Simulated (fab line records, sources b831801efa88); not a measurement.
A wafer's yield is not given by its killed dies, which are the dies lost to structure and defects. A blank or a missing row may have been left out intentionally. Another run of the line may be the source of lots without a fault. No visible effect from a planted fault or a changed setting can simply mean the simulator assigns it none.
fab line records    flow sky130
record: lots: 12  wafers: 36  last-day: 50
route steps=708 shown POLY_GATE@232 LDD_P@263 LDD_LDN@293 POLY_CUT@315 PAD_OPEN@708
lots that met no fault: from a run of the same line without faults
start-h: the number of hours between the record's first day and the start of the first shown wafer of the lot    wait-h: how many hours have passed since the lot's step before this one    " identical to the entry in the row above    L1.1+2: several wafers, shown together as one row    - no value present, or no start provided    * or withheld: withheld    < > ~ a bound
route shown NAME@n: NAME is a module with steps in the file, n the number in the route of the first one    usual: average and standard deviation across the fault-free wafers    same: alike in all rows    chamber/n: place in a boat    sites: the reading at each site    _std_site: the standard deviation of these    _edge_site: outer sites' mean less inner sites'    radius-mm: how far each site lies from the wafer's centre    mask NAME#n: copy n    behind: the tool/chamber that last shaped the wafer    hold: why the lot went on hold/how many hours it stayed there/how the hold came to an end    device: the transistor (n, p or np) that didn't switch    end of line: the route-end tests of the same wafers    for a step that has no rows: nothing shown but its recipe    killed: dies lost to structure and defects at the first sort, not the wafer's yield    map: dies across one wafer; x = killed, . = not, _ = none there
set.NAME: the setting the step ran with; set.NAME@STEP: the setting that earlier step ran with    model.NAME: the simulator's own value behind a step, which no gauge read
route steps across a sampled set of lots; one table per step, one row per wafer
services: the hour from which a tool's chamber was out of use, counted from the record's first day as start-h (under 0 if before that day), plus the number of hours and why
== steps ==
step: SKY_POLY_GATE_STRIP_18
recipe: chemistry: O2/N2  power-w: 1400  pressure-mtorr: 1500  platen-temp-c: withheld  o2-flow-sccm: 3000  n2-flow-sccm: 300  overash-fraction: 0.5
usual: drypump-motor-current-A: 5.5/0.48  o2-flow-sccm: 3002/8.7  oes-product-au: 0.361/0.0043  strip-time-to-endpoint-s: 3.161/0.028
lot.wafer  tool             chamber  start-h  wait-h  drypump-motor-current-A  o2-flow-sccm  oes-product-au  rf-hours-counter-h  strip-time-to-endpoint-s
L919.1     plasma-asher-01  1        380.72   0.0     5.7                      3006          0.365           28                  3.167
L919.2     "                0        "        "       4.9                      3006          0.356           28                  3.192
L919.4     "                0        "        "       5.0                      3001          0.365           -                   3.172
L920.1     plasma-asher-03  0        381.07   0.0     5.2                      2984          0.363           67                  3.175
L920.3     "                0        "        "       5.3                      2991          0.361           -                   3.172
L920.5     "                1        "        "       6.2                      3002          0.357           -                   3.173
L923.1     plasma-asher-01  1        404.90   0.0     5.7                      3007          0.356           30                  3.135
L923.4     "                1        "        "       5.7                      3008          0.358           -                   3.169
L923.5     "                0        "        "       4.9                      3011          0.362           -                   3.142
L926.1     plasma-asher-02  0        448.86   0.0     6.1                      2989          0.362           63                  3.210
L926.4     "                0        "        "       6.1                      2993          0.366           -                   3.229
L926.5     "                1        "        "       5.2                      2995          0.357           -                   3.183
L925.3     plasma-asher-03  0        449.51   0.1     5.2                      2993          0.363           -                   3.178
L925.4     "                1        "        "       6.1                      2990          0.366           -                   3.197
L925.5     "                0        "        "       5.3                      2987          0.358           -                   3.177
L928.1     plasma-asher-03  1        487.30   0.0     6.3                      2991          0.373           5                   3.211
L928.2     "                0        "        "       5.2                      2983          0.362           5                   3.178
L928.4     "                1        "        "       6.2                      3001          0.361           -                   3.170
L931.1     plasma-asher-03  1        505.32   0.0     6.2                      2995          0.355           7                   3.180
L931.3     "                1        "        "       6.3                      2998          0.369           -                   3.195
L931.5     "                1        "        "       6.2                      3005          0.364           -                   3.188
L933.1     plasma-asher-03  1        522.37   0.0     6.2                      3007          0.364           9                   3.170
L933.2     "                0        "        "       5.2                      2993          0.362           9                   3.184
L933.6     "                0        "        "       5.2                      3000          0.366           -                   3.149
L937.2     plasma-asher-02  1        541.57   0.0     5.2                      2992          0.363           71                  3.180
L937.3     "                0        "        "       6.1                      3002          0.361           -                   3.150
L937.4     "                1        "        "       5.2                      3019          0.357           -                   3.160
L938.3     plasma-asher-02  0        551.76   0.1     6.1                      3005          0.362           -                   3.175
L938.4     "                1        "        "       5.2                      2993          0.363           -                   3.157
L938.6     "                0        "        "       6.1                      2988          0.361           -                   3.141
L941.4     plasma-asher-02  0        558.29   0.1     6.1                      2996          0.360           -                   3.132
L941.5     "                1        "        "       5.2                      3002          0.357           -                   3.142
L941.6     "                0        "        "       6.1                      3008          0.367           -                   3.136
L940.2     plasma-asher-03  1        562.90   0.0     6.2                      3009          0.361           13                  3.146
L940.3     "                0        "        "       5.3                      3017          0.360           -                   3.121
L940.5     "                0        "        "       5.3                      3003          0.359           -                   3.158
step: SKY_LDD_P_OVL_MEAS_08
usual: LDD_P_OVL: -0.1/1.2
lot.wafer  tool        chamber  start-h  wait-h  LDD_P_OVL[nm]
L920.1     overlay-01  -        443.96   0.1     -0.3
L920.3     "           -        "        "       -0.9
L920.5     "           -        "        "       -1.2
L919.1     overlay-02  -        445.99   0.1     -0.5
L919.2     "           -        "        "       2.8
L919.4     "           -        "        "       -0.1
L923.1     overlay-02  -        467.10   0.1     0.7
L923.4     "           -        "        "       -0.4
L923.5     "           -        "        "       -1.2
L926.1     overlay-02  -        514.19   0.1     -0.8
L926.4     "           -        "        "       -0.8
L926.5     "           -        "        "       -1.3
L925.3     overlay-02  -        515.18   0.1     -1.0
L925.4     "           -        "        "       -2.2
L925.5     "           -        "        "       -1.6
L928.1     overlay-02  -        550.56   0.1     -0.9
L928.2     "           -        "        "       0.0
L928.4     "           -        "        "       0.2
L931.1     overlay-02  -        567.54   0.1     2.3
L931.3     "           -        "        "       -0.7
L931.5     "           -        "        "       0.8
L933.1     overlay-02  -        584.96   0.1     0.3
L933.2     "           -        "        "       0.7
L933.6     "           -        "        "       0.9
L937.2     overlay-02  -        603.86   0.1     -0.2
L937.3     "           -        "        "       -0.5
L937.4     "           -        "        "       -0.3
L938.3     overlay-02  -        614.65   0.1     1.2
L938.4     "           -        "        "       0.0
L938.6     "           -        "        "       1.4
L941.4     overlay-02  -        618.71   0.1     -0.8
L941.5     "           -        "        "       0.7
L941.6     "           -        "        "       -1.7
L940.2     overlay-01  -        624.97   0.1     -1.2
L940.3     "           -        "        "       -1.1
L940.5     "           -        "        "       -0.8
step: SKY_LDD_LDN_EXPOSE_04
recipe: mask-id: LDNTM  na: 0.6  source-shape: conventional  sigma-outer: 0.6  polarization: unpolarized  target-cd-nm: 700  dose-mj: 140
lot.wafer   tool              chamber  start-h  wait-h  mask
L920.1+3+5  iline-stepper-01  0        520.77   -       LDNTM#0
L919.1+2+4  iline-stepper-02  0        522.68   -       LDNTM#0
L923.1+4+5  iline-stepper-02  0        543.91   -       LDNTM#0
L926.1+4+5  iline-stepper-02  0        588.23   -       LDNTM#0
L925.3+4+5  iline-stepper-01  0        590.17   -       LDNTM#0
L928.1+2+4  iline-stepper-02  0        624.67   -       PSDM#0
L931.1+3+5  iline-stepper-01  0        641.93   -       LDNTM#0
L933.1+2+6  iline-stepper-02  0        658.51   -       LDNTM#0
L937.2+3+4  iline-stepper-01  0        674.80   -       LDNTM#0
L938.3+4+6  iline-stepper-02  0        686.65   -       LDNTM#0
L941.4+5+6  iline-stepper-02  0        691.40   -       LDNTM#0
L940.2+3+5  iline-stepper-02  0        695.16   -       LDNTM#0
step: SKY_LDD_LDN_OVL_MEAS_07
usual: LDD_LDN_OVL: 1.0/1.4
lot.wafer  tool        chamber  start-h  wait-h  LDD_LDN_OVL[nm]
L920.1     overlay-02  -        535.81   0.1     -0.6
L920.3     "           -        "        "       1.2
L920.5     "           -        "        "       1.0
L919.1     overlay-02  -        537.98   0.1     1.0
L919.2     "           -        "        "       -1.0
L919.4     "           -        "        "       0.9
L923.1     overlay-02  -        558.43   0.1     -2.0
L923.4     "           -        "        "       -2.2
L923.5     "           -        "        "       -1.3
L926.1     overlay-02  -        603.43   0.1     1.0
L926.4     "           -        "        "       1.3
L926.5     "           -        "        "       0.3
L925.3     overlay-01  -        604.96   0.1     2.5
L925.4     "           -        "        "       0.8
L925.5     "           -        "        "       1.2
L928.1     overlay-02  -        638.29   0.1     -
L928.2     "           -        "        "       -
L928.4     "           -        "        "       -
L931.1     overlay-02  -        656.31   0.1     1.1
L931.3     "           -        "        "       -0.8
L931.5     "           -        "        "       2.0
L933.1     overlay-01  -        672.39   0.1     0.7
L933.2     "           -        "        "       1.6
L933.6     "           -        "        "       2.7
L937.2     overlay-01  -        688.66   0.1     -0.5
L937.3     "           -        "        "       0.0
L937.4     "           -        "        "       0.0
L938.3     overlay-01  -        700.52   0.1     2.8
L938.4     "           -        "        "       0.3
L938.6     "           -        "        "       2.2
L941.4     overlay-01  -        705.60   0.1     -1.0
L941.5     "           -        "        "       -1.7
L941.6     "           -        "        "       0.8
L940.2     overlay-01  -        708.81   0.1     2.5
L940.3     "           -        "        "       1.9
L940.5     "           -        "        "       2.9
step: SKY_LDD_LDN_TW_MEAS_13
usual: LDD_LDN_TW: 1469/10
lot.wafer  tool           chamber  start-h  wait-h  hold                      LDD_LDN_TW
L920.1     film-metro-01  -        536.55   0.1     -                         1482
L920.3     "              -        "        "       -                         1474
L920.5     "              -        "        "       -                         1479
L919.1     film-metro-01  -        538.72   0.1     -                         1482
L919.2     "              -        "        "       -                         1474
L919.4     "              -        "        "       -                         1482
L923.1     film-metro-04  -        559.17   0.1     -                         1474
L923.4     "              -        "        "       -                         1478
L923.5     "              -        "        "       -                         1473
L926.1     film-metro-03  -        604.17   0.1     -                         1461
L926.4     "              -        "        "       -                         1461
L926.5     "              -        "        "       -                         1463
L925.3     film-metro-04  -        605.70   0.1     -                         1481
L925.4     "              -        "        "       -                         1471
L925.5     "              -        "        "       -                         1471
L928.1     film-metro-04  -        639.03   0.1     await-dispo/0.2h/release  30
L928.2     "              -        "        "       await-dispo/0.2h/release  30
L928.4     "              -        "        "       await-dispo/0.2h/release  30
L928.1     film-metro-04  -        639.26   0.2     -                         29
L928.2     "              -        "        "       -                         30
L928.4     "              -        "        "       -                         30
L931.1     film-metro-03  -        657.04   0.1     -                         1467
L931.3     "              -        "        "       -                         1466
L931.5     "              -        "        "       -                         1469
L933.1     film-metro-01  -        673.13   0.1     -                         1482
L933.2     "              -        "        "       -                         1481
L933.6     "              -        "        "       -                         1483
L937.2     film-metro-04  -        689.40   0.1     -                         1460
L937.3     "              -        "        "       -                         1452
L937.4     "              -        "        "       -                         1453
L938.3     film-metro-04  -        701.26   0.1     -                         1457
L938.4     "              -        "        "       -                         1459
L938.6     "              -        "        "       -                         1457
L941.4     film-metro-03  -        706.35   0.1     -                         1466
L941.5     "              -        "        "       -                         1473
L941.6     "              -        "        "       -                         1469
L940.2     film-metro-01  -        709.55   0.1     -                         1472
L940.3     "              -        "        "       -                         1486
L940.5     "              -        "        "       -                         1492
step: SKY_POLY_CUT_CD_MEAS_08
recipe: target-cd-nm: 270
usual: cd-nm: 269.9/1.3
lot.wafer  tool       chamber  start-h  wait-h  cd-nm
L920.1     cd-sem-02  -        567.29   -       272.7
L920.3     "          -        "        "       271.1
L920.5     "          -        "        "       272.6
L919.1     cd-sem-02  -        571.74   -       271.8
L919.2     "          -        "        "       271.7
L919.4     "          -        "        "       271.1
L923.1     cd-sem-02  -        590.33   -       268.7
L923.4     "          -        "        "       267.6
L923.5     "          -        "        "       269.2
L926.1     cd-sem-02  -        636.12   -       271.1
L926.4     "          -        "        "       269.3
L926.5     "          -        "        "       270.2
L925.3     cd-sem-02  -        636.51   -       268.5
L925.4     "          -        "        "       267.5
L925.5     "          -        "        "       268.3
L931.1     cd-sem-01  -        686.73   -       271.1
L931.3     "          -        "        "       271.6
L931.5     "          -        "        "       271.8
L933.1     cd-sem-01  -        702.57   -       268.4
L933.2     "          -        "        "       269.4
L933.6     "          -        "        "       269.7
L937.2     cd-sem-02  -        718.90   -       269.9
L937.3     "          -        "        "       268.4
L937.4     "          -        "        "       268.7
L938.3     cd-sem-01  -        730.91   -       268.3
L938.4     "          -        "        "       269.5
L938.6     "          -        "        "       267.6
L941.4     cd-sem-01  -        735.88   -       270.4
L941.5     "          -        "        "       269.7
L941.6     "          -        "        "       269.9
L940.2     cd-sem-02  -        738.99   -       272.4
L940.3     "          -        "        "       270.5
L940.5     "          -        "        "       271.5
step: SKY_PAD_OPEN_PROBE_99
usual: defect-limited-yield: 82.1/1.8  killed_at_M0_to_M3: 44/6.2  killed_at_M4_up: 3.3/1.8  killed-at-contacts: 25/5.8  killed-at-front-end: 15/4  killed-at-other: 0.3/0.49  killed-dies: 88/8.8  killed-open: 48/6.5  killed-short: 39/6.3  sort_bin_3_pad_short: 0.9/0.41  sort_bin_5_function: 10.6/1.4  sort_bin_6_memory: 6.4/1.1  sort-n-pass: 404/8.8  sort-yield-pct: 82.1/1.8
same: gross-dies: 492  killed-at-back-side: 0  sort_bin_4_leakage[%]: 0  sort_bin_8_speed[%]: 0
lot.wafer  tool       chamber  start-h  wait-h  defect-limited-yield[%]  killed_at_M0_to_M3  killed_at_M4_up  killed-at-contacts  killed-at-front-end  killed-at-other  killed-dies  killed-open  killed-short  sort_bin_3_pad_short[%]  sort_bin_5_function[%]  sort_bin_6_memory[%]  sort-n-pass  sort-yield-pct[%]
L920.1     prober-02  -        1084.11  0.1     82.1                     48                  1                21                  18                   0                88           52           36            1.2                      11.4                    5.3                   404          82.1
L920.3     prober-02  -        1084.21  0.2     80.7                     48                  2                30                  15                   0                95           53           42            0.6                      11.8                    6.9                   397          80.7
L920.5     prober-02  -        1084.31  0.2     80.9                     58                  3                17                  15                   1                94           55           39            1.0                      10.2                    7.9                   398          80.9
L919.1     prober-01  -        1085.61  0.1     80.9                     45                  5                31                  13                   0                94           57           37            0.6                      13.6                    4.9                   398          80.9
L919.2     prober-01  -        1085.66  0.1     82.3                     41                  6                24                  16                   0                87           44           43            1.0                      9.1                     7.5                   405          82.3
L919.4     prober-01  -        1085.76  0.2     81.1                     39                  4                37                  13                   0                93           50           42            2.2                      9.6                     7.1                   399          81.1
L925.3     prober-02  -        1134.46  0.2     84.1                     45                  4                15                  13                   1                78           42           35            1.0                      8.3                     6.5                   414          84.1
L925.4     prober-02  -        1134.51  0.2     78.9                     51                  2                31                  18                   2                104          52           52            1.0                      9.6                     10.6                  388          78.9
L925.5     prober-02  -        1134.56  0.2     82.1                     42                  5                23                  18                   0                88           51           37            1.0                      9.3                     7.5                   404          82.1
L931.1     prober-02  -        1166.74  0.1     83.9                     37                  2                24                  16                   0                79           46           33            1.0                      10.6                    4.5                   413          83.9
L931.3     prober-02  -        1166.84  0.2     80.3                     46                  4                31                  16                   0                97           51           46            1.2                      11.8                    6.7                   395          80.3
L931.5     prober-02  -        1166.94  0.2     84.6                     39                  4                18                  15                   0                76           49           27            0                        9.3                     6.1                   416          84.6
L937.2     prober-02  -        1185.97  0.1     82.3                     40                  4                24                  19                   0                87           53           34            0.8                      10.2                    6.7                   405          82.3
L937.3     prober-02  -        1186.02  0.2     85.4                     35                  1                22                  14                   0                72           44           28            1.2                      9.1                     4.3                   420          85.4
L937.4     prober-02  -        1186.07  0.2     82.3                     48                  3                25                  11                   0                87           50           37            1.2                      11.4                    5.1                   405          82.3
L938.3     prober-01  -        1195.28  0.2     80.1                     56                  9                17                  16                   0                98           46           52            1.2                      12.8                    5.9                   394          80.1
L938.4     prober-01  -        1195.33  0.2     81.9                     48                  4                29                  8                    0                89           52           37            1.0                      11.6                    5.5                   403          81.9
L938.6     prober-01  -        1195.43  0.2     83.9                     46                  5                18                  10                   0                79           43           36            0.4                      9.6                     6.1                   413          83.9
L941.4     prober-02  -        1200.02  0.2     77.8                     47                  2                42                  18                   0                109          46           63            1.2                      12.4                    8.5                   383          77.8
L941.5     prober-02  -        1200.07  0.2     81.1                     47                  3                20                  22                   1                93           56           37            0.8                      11.0                    7.1                   399          81.1
L941.6     prober-02  -        1200.12  0.2     80.7                     46                  5                27                  17                   0                95           55           40            0.8                      12.0                    6.5                   397          80.7
L940.2     prober-01  -        1201.62  0.1     82.7                     40                  3                27                  15                   0                85           44           40            0.4                      10.6                    6.3                   407          82.7
L940.3     prober-01  -        1201.67  0.2     82.9                     47                  4                23                  10                   0                84           50           34            0.4                      9.1                     7.5                   408          82.9
L940.5     prober-01  -        1201.77  0.2     81.5                     45                  3                26                  17                   0                91           58           32            1.2                      10.4                    6.9                   401          81.5
killed by level:class
L920.1 VIA1:geometric-particle:open=18 CONTACT:geometric-particle:open=9 LI_CONTACT:geometric-particle:open=7 VIA1:geometric-particle:short=7 POLY_GATE:geometric-particle:short=6 METAL1:geometric-particle:short=5 FIELD_ISO:geometric-particle:short=4 POLY_GATE:geometric-particle:open=4
L920.3 CONTACT:geometric-particle:open=13 VIA1:geometric-particle:open=10 LI_CONTACT:geometric-particle:open=7 VIA2:geometric-particle:open=7 VIA3:geometric-particle:open=6 VIA1:geometric-particle:short=5 VIA2:geometric-particle:short=5 METAL2:geometric-particle:short=5
L920.5 VIA1:geometric-particle:open=16 LI_CONTACT:geometric-particle:open=10 VIA3:geometric-particle:open=7 VIA1:geometric-particle:short=6 POLY_GATE:geometric-particle:open=5 METAL2:geometric-particle:short=5 METAL1:geometric-particle:short=5 VIA2:geometric-particle:open=5
L919.1 CONTACT:geometric-particle:open=11 VIA1:geometric-particle:open=11 VIA3:geometric-particle:open=11 LI_CONTACT:geometric-particle:open=8 CONTACT:geometric-particle:short=6 POLY_GATE:geometric-particle:open=5 VIA2:geometric-particle:open=5 METAL4:geometric-particle:short=5
L919.2 VIA1:geometric-particle:open=11 CONTACT:geometric-particle:open=8 LI_CONTACT:geometric-particle:open=7 POLY_GATE:geometric-particle:short=6 CONTACT:geometric-particle:short=6 VIA3:geometric-particle:open=6 METAL4:geometric-particle:short=5 METAL1:geometric-particle:short=5
L919.4 LI_CONTACT:geometric-particle:open=13 CONTACT:geometric-particle:open=11 METAL2:geometric-particle:short=7 LOCAL_INTERCONNECT:geometric-particle:short=6 VIA1:geometric-particle:open=6 VIA3:geometric-particle:open=6 CONTACT:geometric-particle:short=5 POLY_GATE:geometric-particle:short=4
L925.3 VIA2:geometric-particle:open=11 VIA1:geometric-particle:open=9 VIA3:geometric-particle:open=7 CONTACT:geometric-particle:short=5 CONTACT:geometric-particle:open=4 METAL3:geometric-particle:short=4 METAL4:geometric-particle:short=4 LI_CONTACT:geometric-particle:open=3
L925.4 CONTACT:geometric-particle:open=11 VIA2:geometric-particle:open=11 METAL1:geometric-particle:short=10 LI_CONTACT:geometric-particle:open=8 VIA1:geometric-particle:open=8 FIELD_ISO:geometric-particle:short=6 CONTACT:geometric-particle:short=6 POLY_GATE:geometric-particle:short=5
L925.5 VIA1:geometric-particle:open=11 CONTACT:geometric-particle:open=8 VIA2:geometric-particle:open=8 METAL1:geometric-particle:short=6 VIA1:geometric-particle:short=6 FIELD_ISO:geometric-particle:open=5 LI_CONTACT:geometric-particle:open=5 VIA3:geometric-particle:open=5
L931.1 CONTACT:geometric-particle:open=9 VIA1:geometric-particle:open=8 VIA2:geometric-particle:open=8 METAL1:geometric-particle:short=6 FIELD_ISO:geometric-particle:open=5 POLY_GATE:geometric-particle:short=5 METAL2:geometric-particle:short=5 LOCAL_INTERCONNECT:geometric-particle:short=5
L931.3 VIA1:geometric-particle:open=10 LOCAL_INTERCONNECT:geometric-particle:short=10 CONTACT:geometric-particle:open=9 METAL3:geometric-particle:short=9 LI_CONTACT:geometric-particle:open=8 VIA2:geometric-particle:open=8 POLY_GATE:geometric-particle:open=5 VIA3:geometric-particle:open=5
L931.5 CONTACT:geometric-particle:open=11 METAL1:geometric-particle:short=7 VIA1:geometric-particle:open=7 VIA2:geometric-particle:open=7 VIA3:geometric-particle:open=6 FIELD_ISO:geometric-particle:open=5 FIELD_ISO:geometric-particle:short=3 POLY_GATE:geometric-particle:open=3
L937.2 CONTACT:geometric-particle:open=12 VIA1:geometric-particle:open=11 FIELD_ISO:geometric-particle:open=8 VIA3:geometric-particle:open=7 LI_CONTACT:geometric-particle:open=7 FIELD_ISO:geometric-particle:short=5 CONTACT:geometric-particle:short=4 METAL1:geometric-particle:short=4
L937.3 CONTACT:geometric-particle:open=10 VIA2:geometric-particle:open=7 VIA1:geometric-particle:open=6 LI_CONTACT:geometric-particle:open=6 FIELD_ISO:geometric-particle:open=5 METAL2:geometric-particle:short=5 VIA3:geometric-particle:open=5 VIA3:geometric-particle:short=4
L937.4 VIA1:geometric-particle:open=10 VIA2:geometric-particle:open=9 VIA3:geometric-particle:open=8 CONTACT:geometric-particle:open=8 METAL1:geometric-particle:short=8 CONTACT:geometric-particle:short=7 POLY_GATE:geometric-particle:open=5 LI_CONTACT:geometric-particle:open=4
L938.3 METAL1:geometric-particle:short=12 VIA2:geometric-particle:open=11 VIA2:geometric-particle:short=6 VIA1:geometric-particle:open=5 LI_CONTACT:geometric-particle:short=5 CONTACT:geometric-particle:open=5 METAL2:geometric-particle:short=5 FIELD_ISO:geometric-particle:short=4
L938.4 VIA2:geometric-particle:open=11 CONTACT:geometric-particle:open=10 VIA3:geometric-particle:open=10 METAL1:geometric-particle:short=9 CONTACT:geometric-particle:short=7 VIA1:geometric-particle:open=7 LI_CONTACT:geometric-particle:open=6 LOCAL_INTERCONNECT:geometric-particle:short=4
L938.6 METAL2:geometric-particle:short=8 VIA3:geometric-particle:open=8 VIA1:geometric-particle:open=7 LI_CONTACT:geometric-particle:open=6 CONTACT:geometric-particle:open=5 VIA3:geometric-particle:short=5 METAL1:geometric-particle:short=5 VIA2:geometric-particle:open=5
L941.4 CONTACT:geometric-particle:short=11 CONTACT:geometric-particle:open=10 LOCAL_INTERCONNECT:geometric-particle:short=10 VIA1:geometric-particle:open=10 VIA1:geometric-particle:short=9 VIA2:geometric-particle:open=8 POLY_GATE:geometric-particle:short=7 FIELD_ISO:geometric-particle:short=5
L941.5 VIA1:geometric-particle:open=16 CONTACT:geometric-particle:open=9 METAL2:geometric-particle:short=8 POLY_GATE:geometric-particle:open=6 POLY_GATE:geometric-particle:short=5 LI_CONTACT:geometric-particle:open=5 VIA3:geometric-particle:open=5 FIELD_ISO:geometric-particle:short=4
L941.6 CONTACT:geometric-particle:open=11 VIA2:geometric-particle:open=9 VIA1:geometric-particle:open=9 LOCAL_INTERCONNECT:geometric-particle:short=7 LI_CONTACT:geometric-particle:open=6 VIA3:geometric-particle:open=6 VIA1:geometric-particle:short=5 POLY_GATE:geometric-particle:short=4
L940.2 LI_CONTACT:geometric-particle:open=10 VIA3:geometric-particle:short=7 VIA3:geometric-particle:open=7 CONTACT:geometric-particle:open=6 VIA1:geometric-particle:open=6 VIA2:geometric-particle:open=6 FIELD_ISO:geometric-particle:short=5 FIELD_ISO:geometric-particle:open=4
L940.3 VIA1:geometric-particle:open=12 LI_CONTACT:geometric-particle:open=9 CONTACT:geometric-particle:open=8 VIA1:geometric-particle:short=7 VIA2:geometric-particle:open=7 METAL2:geometric-particle:short=5 VIA3:geometric-particle:short=4 POLY_GATE:geometric-particle:short=3
L940.5 VIA1:geometric-particle:open=15 CONTACT:geometric-particle:open=13 VIA2:geometric-particle:open=7 LI_CONTACT:geometric-particle:open=5 METAL3:geometric-particle:short=4 VIA3:geometric-particle:open=4 FIELD_ISO:geometric-particle:open=3 POLY_GATE:geometric-particle:open=3
== services ==
tool              chamber  start-h  hours  kind
plasma-asher-03   -        421.27   9.0    pm
plasma-asher-03   0        421.27   9.0    vent-cycle
plasma-asher-03   1        421.27   9.0    vent-cycle
plasma-asher-03   0        430.27   -      clean
plasma-asher-03   1        430.27   -      clean
iline-stepper-02  -        447.00   1.7    pm
iline-stepper-01  -        457.00   1.7    pm
iline-stepper-02  0        524.20   -      calibration
iline-stepper-01  0        551.08   -      calibration
iline-stepper-02  -        602.53   2.1    pm
iline-stepper-02  -        604.61   -      consumable-replace:lamp
iline-stepper-02  -        665.18   1.7    pm
iline-stepper-01  -        675.12   1.7    pm
== key ==
first-sign: step: SKY_LDD_LDN_EXPOSE_04  reading: mask  direction: changed
effect: step: SKY_LDD_LDN_OVL_MEAS_07  reading: LDD_LDN_OVL  direction: missing
effect: step: SKY_LDD_LDN_TW_MEAS_13  reading: visit  direction: added
effect: step: SKY_LDD_LDN_TW_MEAS_13  reading: LDD_LDN_TW  direction: down  sigmas: 99+  usual: 1469  struck: 30
met-at SKY_LDD_LDN_EXPOSE_04
struck-lots L928
scrapped-behind SKY_LDD_LDN_TW_MEAS_13 L928.1,L928.2,L928.4
not-acting-at SKY_POLY_GATE_STRIP_18,SKY_LDD_P_OVL_MEAS_08,SKY_POLY_CUT_CD_MEAS_08
onset-between 588.23 624.67
fault: kind: wrong-mask  tool: any  chamber: -  onset-h: 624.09  steps: SKY_LDD_LDN_EXPOSE_04  aux-copy: PSDM#0  scope: struck-lots-only
